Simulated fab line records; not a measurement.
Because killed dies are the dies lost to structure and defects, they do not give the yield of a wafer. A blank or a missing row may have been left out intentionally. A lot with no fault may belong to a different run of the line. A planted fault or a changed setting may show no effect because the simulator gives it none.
The tool behind it: which one?    flow sky130    12 lots with 36 wafers sampled at 4 steps, on a route of 708 steps

== WHAT THE GAUGES READ, wafer by wafer ==
SKY_CONTACT_THK_MEAS_01. Usual: CONTACT_CVD_00_THK typically reads 74.7 nm, with standard deviation 0.95.
lot   measured      on             CONTACT_CVD_00_THK (nm)  flag
L193  day 30 04:38  film_metro-03  73.8 75.4 75.4           
L195  day 31 04:09  film_metro-03  75.0 75.0 76.1           
L201  day 33 06:05  film_metro-02  74.2 74.3 74.2           
L204  day 34 01:42  film_metro-03  75.9 76.7 75.8           
L205  day 34 07:51  film_metro-04  74.5 75.9 76.1           
L206  day 34 14:58  film_metro-04  74.9 75.2 73.9           
L207  day 34 21:04  film_metro-02  74.0 74.0 74.6           
L208  day 35 03:19  film_metro-02  73.7 74.6 73.9           
L210  day 35 17:28  film_metro-03  73.4 72.9 74.2           
L212  day 36 10:04  film_metro-04  73.0 73.6 75.3           
L213  day 36 18:11  film_metro-02  73.0 73.1 72.0           
L214  day 36 22:19  film_metro-03  75.0 75.8 75.0           

== WHICH TOOL RAN EACH LOT (tool, then ch and the chambers of the sampled wafers, then the start) ==
lot   SKY_RES_PROTECT_STRIP_07              SKY_POLY_CUT_STRIP_12                 SKY_RES_XHIGH_SOFTBAKE_03
L193  plasma_asher-03 ch 0,1, day 15 01:33  plasma_asher-04 ch 1, day 24 01:53    litho_track-01 ch 0, day 25 22:16
L195  plasma_asher-03 ch 0,1, day 15 21:55  plasma_asher-04 ch 0,1, day 25 04:08  litho_track-01 ch 0, day 26 22:50
L201  plasma_asher-02 ch 0,1, day 18 01:38  plasma_asher-01 ch 0,1, day 27 07:28  litho_track-04 ch 0, day 29 02:06
L204  plasma_asher-03 ch 0,1, day 19 06:12  plasma_asher-03 ch 0,1, day 28 05:01  litho_track-02 ch 0, day 29 23:08
L205  plasma_asher-03 ch 0,1, day 19 12:58  plasma_asher-04 ch 0,1, day 28 11:38  litho_track-02 ch 0, day 30 05:50
L206  plasma_asher-03 ch 0,1, day 19 20:04  plasma_asher-04 ch 0,1, day 28 19:05  litho_track-01 ch 0, day 30 13:07
L207  plasma_asher-03 ch 0,1, day 20 05:27  plasma_asher-01 ch 1, day 29 03:11    litho_track-04 ch 0, day 30 20:34
L208  plasma_asher-01 ch 0,1, day 20 13:13  plasma_asher-03 ch 0,1, day 29 08:35  litho_track-01 ch 0, day 31 01:19
L210  plasma_asher-03 ch 0,1, day 21 05:46  plasma_asher-03 ch 0,1, day 30 01:14  litho_track-04 ch 0, day 31 18:06
L212  plasma_asher-01 ch 0,1, day 21 23:35  plasma_asher-01 ch 0, day 30 16:47    litho_track-01 ch 0, day 32 09:59
L213  plasma_asher-02 ch 0,1, day 22 10:55  plasma_asher-03 ch 0,1, day 31 02:02  litho_track-01 ch 0, day 32 19:04
L214  plasma_asher-02 ch 1, day 22 17:04    plasma_asher-01 ch 0,1, day 31 07:21  litho_track-01 ch 0, day 32 23:40
- SKY_RES_PROTECT_STRIP_07: strips in O2/N2.
- SKY_POLY_CUT_STRIP_12: strips in O2/N2.
- SKY_RES_XHIGH_SOFTBAKE_03: time 60 s.

== AS READ BY THE TOOLS THEMSELVES (means over the sampled wafers that have a number; for cases with no such wafer, the mark the record gives instead) ==
SKY_RES_PROTECT_STRIP_07. Usual: drypump_motor_current_A 5.4 A, standard deviation 0.54; oes_product_au 0.516 a.u., standard deviation 0.0048; strip_time_to_endpoint_s 23.43 s, standard deviation 0.042.
lot   tool             drypump_motor_current_A (A)  oes_product_au (a.u.)  strip_time_to_endpoint_s (s)  flag
L193  plasma_asher-03  5.3                          0.516                  23.43                         
L195  plasma_asher-03  5.4                          0.513                  23.38                         
L201  plasma_asher-02  5.9                          0.514                  23.40                         
L204  plasma_asher-03  5.0                          0.516                  23.43                         
L205  plasma_asher-03  5.4                          0.513                  23.48                         
L206  plasma_asher-03  5.0                          0.509                  23.38                         
L207  plasma_asher-03  5.0                          0.517                  23.42                         
L208  plasma_asher-01  5.3                          0.513                  23.45                         
L210  plasma_asher-03  5.3                          0.513                  23.42                         
L212  plasma_asher-01  5.3                          0.517                  23.42                         
L213  plasma_asher-02  5.9                          0.512                  23.40                         
L214  plasma_asher-02  5.8                          0.512                  23.42                         

SKY_POLY_CUT_STRIP_12. Usual: drypump_motor_current_A 5.4 A, standard deviation 0.54; oes_product_au 0.452 a.u., standard deviation 0.0044; strip_time_to_endpoint_s 5.351 s, standard deviation 0.016.
lot   tool             drypump_motor_current_A (A)  oes_product_au (a.u.)  strip_time_to_endpoint_s (s)  flag
L193  plasma_asher-04  5.4                          0.452                  5.358                         
L195  plasma_asher-04  6.0                          0.451                  5.326                         
L201  plasma_asher-01  5.1                          0.451                  5.354                         
L204  plasma_asher-03  5.0                          0.452                  5.341                         
L205  plasma_asher-04  5.8                          0.452                  5.368                         
L206  plasma_asher-04  5.7                          0.450                  5.372                         
L207  plasma_asher-01  5.5                          0.451                  5.353                         
L208  plasma_asher-03  5.0                          0.448                  5.333                         
L210  plasma_asher-03  5.4                          0.451                  5.350                         
L212  plasma_asher-01  4.9                          0.452                  5.342                         
L213  plasma_asher-03  5.3                          0.451                  5.347                         
L214  plasma_asher-01  5.1                          0.456                  5.358                         

SKY_RES_XHIGH_SOFTBAKE_03. Usual: plate_temp_C 90.02 C, standard deviation 0.13; run_length_s 89.21 s, standard deviation 0.099.
lot   tool            plate_temp_C (C)  run_length_s (s)  flag
L193  litho_track-01  90.10             89.27             
L195  litho_track-01  89.86             89.25             
L201  litho_track-04  90.07             89.20             
L204  litho_track-02  90.02             96.15             OFF
L205  litho_track-02  89.93             96.14             OFF
L206  litho_track-01  90.00             89.18             
L207  litho_track-04  89.91             89.27             
L208  litho_track-01  89.91             89.27             
L210  litho_track-04  90.11             89.23             
L212  litho_track-01  90.17             89.15             
L213  litho_track-01  90.03             89.22             
L214  litho_track-01  90.09             89.26             

== THE ANSWER, worked out from the rows above alone ==
Rule: lot off if the mean of its wafers having a number is beyond 3 standard deviations from the usual mean. A lot without any number at a reading at which 4 lots or more have one is off too. All remaining lots with rows at the step are treated as sound. The gauges are gone through in route order, then the tools' own readings, and for those a lot's mean is taken as printed above. At the first step where some lot is off, the reading lying furthest off is the one used; lots without a number count as furthest.
Off at SKY_RES_XHIGH_SOFTBAKE_03 (run_length_s): L204, L205.
If a tool, at that step or one of the process steps before it, ran each lot that is off and ran no sound lot following the first of them, it fits. One fits: litho_track-02 at SKY_RES_XHIGH_SOFTBAKE_03. It ran no sound lot before its first lot that is off in this sample, so the start can't be narrowed down.
On the lots that are off, the tool's own readings at SKY_RES_XHIGH_SOFTBAKE_03 differ by more than 5 times the standard deviation of the sound lots' means, which bears it out; run_length_s reads 96.15 s there versus 89.23 s on the sound lots.

== WHAT HAD BEEN PUT IN BY THE SIMULATOR ==
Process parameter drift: litho_track-02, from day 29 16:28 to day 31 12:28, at SKY_RES_XHIGH_SOFTBAKE_03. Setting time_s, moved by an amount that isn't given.
Lots struck among those shown: L204, L205. This agrees with what the rule above found.
